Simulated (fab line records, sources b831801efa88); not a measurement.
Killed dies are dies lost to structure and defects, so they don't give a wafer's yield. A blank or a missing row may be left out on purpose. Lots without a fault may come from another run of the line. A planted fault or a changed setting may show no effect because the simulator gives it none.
Chamber matching | flow gf180mcu | GF_V1_ETCH_16 on rie_diel-02: 4 sister chambers
The step etches BARC in N2/H2. 8 wafers are shown with their chamber, then 12 later ones without.

WAFERS WITH THEIR CHAMBER
wafer  | chamber | drypump_motor_current_A (A) | oes_product_au (a.u.)
L084.1 | 3       | 5.3                         | 0.852
L087.1 | 1       | 6.3                         | 0.863
L087.4 | 3       | 5.2                         | 0.849
L088.3 | 2       | 5.7                         | 0.861
L088.5 | 2       | 5.7                         | 0.858
L089.3 | 0       | 6.1                         | 0.859
L089.4 | 1       | 6.3                         | 0.852
L089.6 | 0       | 6.1                         | 0.862

WAFERS WITHOUT THEIR CHAMBER
wafer  | drypump_motor_current_A (A) | oes_product_au (a.u.)
L092.1 | 5.7                         | 0.862
L092.2 | 5.3                         | 0.846
L092.3 | 6.3                         | 0.851
L092.4 | 5.7                         | 0.863
L092.5 | 5.3                         | 0.857
L092.6 | 6.3                         | 0.857
L094.1 | 5.3                         | 0.852
L094.3 | 5.7                         | 0.857
L094.5 | 6.1                         | 0.857
L097.3 | 5.3                         | 0.849
L097.5 | 6.3                         | 0.857
L097.6 | 6.1                         | 0.855

WHICH CHAMBER EACH WENT THROUGH
wafer  | from the rows above | in truth
L092.1 | 2                   | 2
L092.2 | 3                   | 3
L092.3 | 1                   | 1
L092.4 | 2                   | 2
L092.5 | 3                   | 3
L092.6 | 1                   | 1
L094.1 | 3                   | 3
L094.3 | 2                   | 2
L094.5 | 0                   | 0
L097.3 | 3                   | 3
L097.5 | 1                   | 1
L097.6 | 0                   | 0
Placed correctly: 12 of 12. Can't be placed from these rows: 0. Placed wrongly: 0.
How it was worked out, from the rows above alone: a wafer's distance from a chamber is the root of the sum, over the readings, of the square of ((its reading less the chamber's mean) divided by the reading's scatter). The wafer belongs to the nearest chamber; if the next one is less than 2 further off, it can't be placed. A chamber's mean is the mean of its shown wafers. The scatter: the root of (the sum of the squares of (reading less its chamber's mean) over the shown wafers, divided by (wafers less chambers)).
